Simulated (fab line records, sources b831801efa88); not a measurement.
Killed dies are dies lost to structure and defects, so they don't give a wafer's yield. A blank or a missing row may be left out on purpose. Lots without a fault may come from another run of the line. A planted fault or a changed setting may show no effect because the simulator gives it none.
Which tool did it? | flow sky130 | 13 lots, 39 wafers sampled, at 5 steps of a route of 708

WHAT THE GAUGES READ, wafer by wafer
SKY_POLY_CUT_OVL_MEAS_09.
lot  | measured     | on         | POLY_CUT_OVL (nm)
L231 | day 25 03:54 | overlay-01 | -13 -3 -4
L234 | day 26 02:41 | overlay-02 | 0 3 -2
L236 | day 26 15:33 | overlay-02 | -8 -4 -4
L235 | day 26 17:30 | overlay-02 | 0 6 3
L238 | day 27 09:40 | overlay-02 | 11 7 15
L243 | day 28 21:30 | overlay-02 | -6 0 0
L242 | day 28 22:35 | overlay-02 | -7 1 -14
L240 | day 29 00:44 | overlay-02 | 6 4 7
L241 | day 29 02:12 | overlay-02 | 8 0 2
L244 | day 29 17:08 | overlay-02 | 2 -3 -6
L247 | day 30 14:45 | overlay-02 | 9 -8 1
L249 | day 30 21:50 | overlay-01 | -15 -8 -4
L252 | day 31 23:26 | overlay-01 | 1 -3 -13

SKY_SD_N_RS_MEAS_16: measures by four-point-probe.
lot  | measured     | on            | SD_N_RS (ohm/sq)
L231 | day 28 19:10 | film_metro-04 | 68.55 68.74 68.65
L234 | day 29 17:10 | film_metro-04 | 68.57 68.55 68.47
L236 | day 30 05:48 | film_metro-03 | 68.56 68.51 68.74
L235 | day 30 06:37 | film_metro-03 | 68.69 68.69 68.73
L238 | day 30 20:43 | film_metro-02 | 68.63 68.66 68.41
L243 | day 32 08:20 | film_metro-03 | 68.44 68.46 68.24
L242 | day 32 10:27 | film_metro-03 | 68.43 68.60 68.46
L240 | day 32 12:31 | film_metro-03 | 68.57 68.55 68.41
L241 | day 32 13:58 | film_metro-02 | 68.68 68.67 68.71
L244 | day 33 03:44 | film_metro-02 | 65.80 65.84 65.97
L247 | day 34 00:02 | film_metro-02 | 68.59 68.47 68.59
L249 | day 34 07:35 | film_metro-03 | 65.86 65.99 65.75
L252 | day 35 07:40 | film_metro-03 | 68.56 68.65 68.58

SKY_LI_CONTACT_THK_MEAS_01.
lot  | measured     | on            | LI_CONTACT_HDPCVD_THK (nm)
L231 | day 28 19:38 | film_metro-02 | 940 931 940
L234 | day 29 17:38 | film_metro-03 | 945 936 939
L236 | day 30 06:17 | film_metro-04 | 915 933 917
L235 | day 30 07:06 | film_metro-03 | 938 945 935
L238 | day 30 21:11 | film_metro-03 | 940 950 930
L243 | day 32 08:52 | film_metro-02 | 920 925 926
L242 | day 32 10:56 | film_metro-03 | 916 916 934
L240 | day 32 12:59 | film_metro-04 | 935 922 928
L241 | day 32 14:28 | film_metro-04 | 934 926 932
L244 | day 33 04:49 | film_metro-03 | 933 915 932
L247 | day 34 00:31 | film_metro-03 | 929 924 918
L249 | day 34 08:18 | film_metro-04 | 948 946 951
L252 | day 35 08:08 | film_metro-02 | 930 934 937

WHICH TOOL RAN EACH LOT (tool, then ch and the chambers of the sampled wafers, then the start)
lot  | SKY_SD_N_IMPLANT_10             | SKY_SD_N_STRIP_11
L231 | implanter-03 ch 0, day 28 18:38 | plasma_asher-01 ch 0,1, day 28 18:47
L234 | implanter-02 ch 0, day 29 16:34 | plasma_asher-04 ch 0,1, day 29 16:43
L236 | implanter-02 ch 0, day 30 05:16 | plasma_asher-01 ch 0, day 30 05:25
L235 | implanter-02 ch 0, day 30 06:02 | plasma_asher-01 ch 0,1, day 30 06:11
L238 | implanter-04 ch 0, day 30 20:12 | plasma_asher-01 ch 0,1, day 30 20:20
L243 | implanter-02 ch 0, day 32 07:49 | plasma_asher-01 ch 0, day 32 07:56
L242 | implanter-03 ch 0, day 32 09:55 | plasma_asher-02 ch 0,1, day 32 10:04
L240 | implanter-04 ch 0, day 32 11:59 | plasma_asher-01 ch 0,1, day 32 12:08
L241 | implanter-02 ch 0, day 32 13:26 | plasma_asher-02 ch 0,1, day 32 13:33
L244 | implanter-04 ch 0, day 33 02:52 | plasma_asher-02 ch 0,1, day 33 03:20
L247 | implanter-04 ch 0, day 33 23:27 | plasma_asher-01 ch 0,1, day 33 23:36
L249 | implanter-03 ch 0, day 34 06:44 | plasma_asher-04 ch 0,1, day 34 07:12
L252 | implanter-02 ch 0, day 35 07:08 | plasma_asher-04 ch 0,1, day 35 07:16
- SKY_SD_N_IMPLANT_10
- SKY_SD_N_STRIP_11: strips in O2/N2.

WHAT THE TOOLS THEMSELVES READ (means of the sampled wafers that have a number; where no wafer has one, the mark that the record gives instead)
SKY_SD_N_STRIP_11.
lot  | tool            | drypump_motor_current_A (A) | oes_product_au (a.u.) | strip_time_to_endpoint_s (s)
L231 | plasma_asher-01 | 5.06                        | 0.524                 | 22.52
L234 | plasma_asher-04 | 5.29                        | 0.527                 | 22.56
L236 | plasma_asher-01 | 5.06                        | 0.527                 | 22.49
L235 | plasma_asher-01 | 5.04                        | 0.526                 | 22.50
L238 | plasma_asher-01 | 5.05                        | 0.526                 | 22.55
L243 | plasma_asher-01 | 5.07                        | 0.527                 | 22.54
L242 | plasma_asher-02 | 5.43                        | 0.527                 | 22.52
L240 | plasma_asher-01 | 5.06                        | 0.526                 | 22.53
L241 | plasma_asher-02 | 5.45                        | 0.528                 | 22.52
L244 | plasma_asher-02 | 5.44                        | 0.529                 | 22.56
L247 | plasma_asher-01 | 5.05                        | 0.532                 | 22.56
L249 | plasma_asher-04 | 5.28                        | 0.524                 | 22.56
L252 | plasma_asher-04 | 5.29                        | 0.526                 | 22.53

THE ANSWER, worked out from the rows above alone
Rule: what is usual is taken from the lots themselves. Put in order of their means at a reading, lots are off if they are a third of the lots or fewer, leave a main group of 4 or more, and stand apart from it by a gap of 3 or more times the standard deviation of the main group's means; of several such gaps the widest counts. A main group whose means are all the same, to the digits that the tables above print for the reading, isn't used. A lot without any number at a reading at which 4 lots or more have one is off too. The other lots that the step has rows for count as sound. The gauges are gone through in route order, then the tools' own readings, and for those a lot's mean is taken as printed above. The first step at which some lot is off is used, and at that step the reading that is off furthest; a lot without a number counts as furthest.
Off: L244, L249, at SKY_SD_N_RS_MEAS_16 (SD_N_RS). The main group: mean 68.57 ohm/sq, standard deviation 0.089.
A tool fits if, at a process step before that reading, it ran every lot that is off, and no sound lot after the first of them. The gauges at SKY_SD_N_RS_MEAS_16 are tried like those tools. None of those tried fits.

WHAT THE SIMULATOR HAD PUT IN
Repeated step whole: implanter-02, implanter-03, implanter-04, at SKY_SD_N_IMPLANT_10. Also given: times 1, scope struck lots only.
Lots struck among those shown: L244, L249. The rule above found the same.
